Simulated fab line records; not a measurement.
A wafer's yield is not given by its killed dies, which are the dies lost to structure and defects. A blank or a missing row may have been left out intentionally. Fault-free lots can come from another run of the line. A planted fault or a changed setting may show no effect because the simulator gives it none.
Chamber matching -- flow gf180mcu -- pecvd-02 running GF_PASSIVATION_CVD_00: 3 sister chambers
The step deposits SiO2 from TEOS, target thk 1000 nm, time 111.95 s. 27 wafers are shown with their chamber, then 12 later ones without.

== WAFERS WITH THEIR CHAMBER ==
wafer,chamber,heaterPowerW (W)
L075.1,2,693
L075.2,1,732
L075.3,0,663
L078.2,0,552
L078.3,1,742
L078.5,2,725
L079.1,1,678
L079.3,0,679
L079.5,2,726
L080.1,2,706
L080.2,0,625
L080.3,1,741
L080.4,2,735
L080.5,0,668
L080.6,1,606
L084.2,2,620
L084.3,1,752
L084.4,1,607
L085.1,2,659
L085.2,1,689
L085.3,0,653
L086.2,1,743
L086.3,2,642
L086.6,2,707
L087.2,0,579
L087.4,2,700
L087.6,0,656

SIGNATURES, as means of the wafers listed above
reading,chamber 0,chamber 1,chamber 2,scatter within a chamber
heaterPowerW,634.38,698.89,691.30,47.9
Rule: for each reading, subtract the chamber's mean from the wafer's reading, divide by that reading's scatter and square the result; add these up over the readings and take the root, which gives the wafer's distance from the chamber. The wafer belongs to the nearest chamber; if the next one is less than 2 further off, it can't be placed. The scatter is the square root of a quotient: the sum, over the shown wafers, of each reading's squared deviation from its chamber's mean, divided by wafers minus chambers.

== WAFERS WHOSE CHAMBER IS MISSING ==
wafer,heaterPowerW (W)
L088.1,671
L088.5,648
L088.6,766
L089.1,689
L089.3,705
L089.6,536
L093.1,714
L093.2,710
L093.3,631
L096.1,591
L096.2,742
L096.3,729

== WHICH CHAMBER EACH ONE RAN IN ==
wafer,from the rows above,in truth
L088.1,can't be placed: 2 or 1 or 0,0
L088.5,can't be placed: 0 or 2 or 1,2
L088.6,can't be placed: 1 or 2 or 0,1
L089.1,can't be placed: 2 or 1 or 0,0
L089.3,can't be placed: 1 or 2 or 0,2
L089.6,can't be placed: 0 or 2 or 1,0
L093.1,can't be placed: 1 or 2 or 0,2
L093.2,can't be placed: 1 or 2 or 0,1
L093.3,can't be placed: 0 or 2 or 1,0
L096.1,can't be placed: 0 or 2 or 1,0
L096.2,can't be placed: 1 or 2 or 0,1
L096.3,can't be placed: 1 or 2 or 0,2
Correct placement for 0 of the 12. Cannot be placed on the basis of these rows: 12; the candidates contain the true chamber in 12. Wrongly placed: 0.
